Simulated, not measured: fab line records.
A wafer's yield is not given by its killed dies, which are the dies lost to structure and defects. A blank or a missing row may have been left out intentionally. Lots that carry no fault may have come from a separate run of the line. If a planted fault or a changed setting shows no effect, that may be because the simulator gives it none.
Chamber matching || flow gf180mcu || GF_V1_CMP_26 on cmp-02 has 4 sister chambers
The step polishes, stops on SiO2, t overpolish 15 s, target thk 0 nm. 4 wafers are shown with their chamber, then 12 later ones without.

== WAFERS PAIRED WITH THEIR CHAMBERS ==
{"wafer": "L091.1", "chamber": 3, "motor_current_A (A)": 11.6}
{"wafer": "L092.2", "chamber": 2, "motor_current_A (A)": 10.0}
{"wafer": "L092.5", "chamber": 1, "motor_current_A (A)": 11.2}
{"wafer": "L092.6", "chamber": 0, "motor_current_A (A)": 10.4}

== WAFERS WITH NO CHAMBER GIVEN ==
{"wafer": "L093.1", "motor_current_A (A)": 11.0}
{"wafer": "L093.2", "motor_current_A (A)": 11.1}
{"wafer": "L093.5", "motor_current_A (A)": 10.1}
{"wafer": "L094.1", "motor_current_A (A)": 10.3}
{"wafer": "L094.4", "motor_current_A (A)": 11.5}
{"wafer": "L094.6", "motor_current_A (A)": 11.5}
{"wafer": "L095.1", "motor_current_A (A)": 11.9}
{"wafer": "L095.5", "motor_current_A (A)": 11.8}
{"wafer": "L095.6", "motor_current_A (A)": 10.7}
{"wafer": "L096.2", "motor_current_A (A)": 10.5}
{"wafer": "L096.3", "motor_current_A (A)": 11.1}
{"wafer": "L096.5", "motor_current_A (A)": 10.8}

== WHICH CHAMBER EACH WENT THROUGH ==
{"wafer": "L093.1", "from the rows above": "can't be placed: 1 or 0 or 3", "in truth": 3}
{"wafer": "L093.2", "from the rows above": "can't be placed: 1 or 3", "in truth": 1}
{"wafer": "L093.5", "from the rows above": "can't be placed: 2 or 0", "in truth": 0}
{"wafer": "L094.1", "from the rows above": "can't be placed: 0 or 2", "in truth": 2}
{"wafer": "L094.4", "from the rows above": "can't be placed: 3 or 1", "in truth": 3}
{"wafer": "L094.6", "from the rows above": "can't be placed: 3 or 1", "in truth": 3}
{"wafer": "L095.1", "from the rows above": "can't be placed: 3 or 1", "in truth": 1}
{"wafer": "L095.5", "from the rows above": "can't be placed: 3 or 1", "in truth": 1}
{"wafer": "L095.6", "from the rows above": "can't be placed: 0 or 1 or 2", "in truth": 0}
{"wafer": "L096.2", "from the rows above": "can't be placed: 0 or 2", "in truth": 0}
{"wafer": "L096.3", "from the rows above": "can't be placed: 1 or 3", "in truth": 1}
{"wafer": "L096.5", "from the rows above": "can't be placed: 1 or 0 or 3 or 2", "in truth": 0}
Placed correctly: 0 of 12. Can't be placed from these rows: 12 (the true chamber is among the candidates in 12). Number placed wrongly: 0.
How it was worked out, from the rows above alone: a wafer's distance from a chamber is the root of the sum, over the readings, of the square of ((its reading less the chamber's mean) divided by the reading's scatter). The wafer belongs to the nearest chamber; if the next one is less than 2 further off, it can't be placed. For every chamber, the mean is computed from those of its wafers that are shown. The scatter: with one shown wafer a chamber, the root of the mean of the squares of how far each hidden wafer lies from its nearest shown one.
